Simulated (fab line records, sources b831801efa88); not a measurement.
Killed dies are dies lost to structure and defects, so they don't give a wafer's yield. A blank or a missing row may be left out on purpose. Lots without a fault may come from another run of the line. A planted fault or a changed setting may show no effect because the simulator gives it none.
Split-lot experiment | flow gf180mcu | 5 lots, 23 wafers read, on a route of 602 steps

THE SPLIT
At GF_V2_CMP_04 (polishes SiO2), the setting leave_above_ref_nm was moved away from the recipe's 632.5 nm on 9 of the 23 wafers read, by -6.4% to +5.7%. The other wafers ran this setting at the recipe's value.

FROM THE SPLIT TO THE READING: what the file shows between them, 4 steps
- GF_V2_PEB_12: peb time 90 s (also split here: peb_temp_c)
- GF_V2_DEVELOP_13: develop time 60 s
- GF_V2_CD_MEAS_14: target cd 260 nm
- GF_V2_ETCH_16: etches BARC in N2/H2

THE READING
oes_product_au, in a.u., at GF_V2_ETCH_17 (etches SiO2 in C4F8/O2/Ar, stops on TiN, target depth 630 nm). Fault-free wafers of this fab line usually give 0.856 a.u., standard deviation 0.0049 a.u..

wafer  | tool, chamber at the split | leave_above_ref_nm as run, nm | against the recipe | oes_product_au, a.u. | against lot-mates on the recipe
L075.1 | cmp-02, 0,1                | 592                           | -6.4%              | 0.818                | -0.035
L075.2 | cmp-02, 0,1                | 592                           | -6.4%              | 0.826                | -0.027
L075.3 | cmp-02, 2                  | 592                           | -6.4%              | 0.827                | -0.026
L075.4 | cmp-02, 3                  | 632.5                         | recipe             | 0.849                | -
L075.6 | cmp-02, 0                  | 632.5                         | recipe             | 0.856                | -
L079.1 | cmp-02, 3                  | 632.5                         | recipe             | 0.853                | -
L079.2 | cmp-02, 2                  | 632.5                         | recipe             | 0.849                | -
L079.3 | cmp-02, 1                  | 604.2                         | -4.5%              | 0.829                | -0.026
L079.4 | cmp-02, 0                  | 632.5                         | recipe             | 0.862                | -
L079.5 | cmp-02, 0                  | 604.2                         | -4.5%              | 0.834                | -0.021
L078.2 | cmp-01, 0                  | 632.5                         | recipe             | 0.864                | -
L078.3 | cmp-01, 3                  | 632.5                         | recipe             | 0.853                | -
L078.4 | cmp-01, 1                  | 668.3                         | +5.7%              | 0.883                | +0.025
L078.5 | cmp-01, 2                  | 632.5                         | recipe             | 0.858                | -
L078.6 | cmp-01, 1                  | 668.3                         | +5.7%              | 0.878                | +0.020
L082.1 | cmp-01, 2                  | 655.9                         | +3.7%              | 0.871                | +0.016
L082.2 | cmp-01, 0                  | 632.5                         | recipe             | 0.858                | -
L082.3 | cmp-01, 1                  | 632.5                         | recipe             | 0.853                | -
L082.4 | cmp-01, 3                  | 632.5                         | recipe             | 0.853                | -
L082.6 | cmp-01, 0                  | 655.9                         | +3.7%              | 0.869                | +0.014
L085.2 | cmp-01, 2                  | 632.5                         | recipe             | 0.855                | -
L085.3 | cmp-01, 0                  | 632.5                         | recipe             | 0.855                | -
L085.4 | cmp-01, 3                  | 632.5                         | recipe             | 0.850                | -
Where a row lists several chambers, the file gives one row for several wafers and doesn't say which wafer went through which chamber.

THE FIT
A straight line over all 23 wafers: oes_product_au changes by +0.00473 a.u. for each +1% of leave_above_ref_nm; r = +0.97; the points scatter about the line by 0.0041 a.u..
The same after taking each lot's own level away (the mean of its wafers on the recipe; 23 wafers): +0.0044 a.u. for each +1%; r = +0.97; scatter 0.0039 a.u..
On that fit, the largest move of leave_above_ref_nm shifts the reading by 0.028 a.u..
The lots' own levels span 0.8525 to 0.8583 a.u., that is 1.2 times the standard deviation above.
So the lot-to-lot level changes the slope little: the two slopes agree.
Check: with one of the wafers moved furthest among these (-6.4%) left out of the fit, the line predicts -0.0276 a.u. for it against its lot-mates. It came out at -0.0345 a.u. against them.

OTHER SPLITS ON THESE WAFERS
These wafers also went through other splits before the reading. Each is held against what the fit with the lots' levels taken away leaves over:
other split on the same wafers | wafers away from the commonest value | r with oes_product_au (lot level and that fit taken away)
GF_M1_STRIP_17 pressure_mtorr  | 15                                   | +0.02
GF_M2_SPUTTER_03 power_w       | 8                                    | -0.18
GF_V2_CVD_00 sih4_flow_sccm    | 7                                    | -0.25
GF_V2_PEB_12 peb_temp_c        | 4                                    | -0.29

THE WHOLE CHAIN: every reading that the file lists as answering this split, in the file's order
step          | what it does                                                 | reading                                                                   | change (the file's fit)                   | r (the file's)
GF_V2_CMP_04  | polishes SiO2                                                | SiO2_of_V2_CVD_02.thk_nm (the simulator's own value, which no gauge read) | +6.15 nm for each +1% of the setting      | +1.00
GF_V2_ETCH_17 | etches SiO2 in C4F8/O2/Ar, stops on TiN, target depth 630 nm | oes_product_au                                                            | +0.00443 a.u. for each +1% of the setting | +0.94
GF_V2_ETCH_17 | etches SiO2 in C4F8/O2/Ar, stops on TiN, target depth 630 nm | V2.feature_depth_nm (the simulator's own value, which no gauge read)      | +6.15 nm for each +1% of the setting      | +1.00

THE FILE'S OWN FIT
oes_product_au changes by +0.00443 a.u. for each +1% of leave_above_ref_nm, r = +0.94.
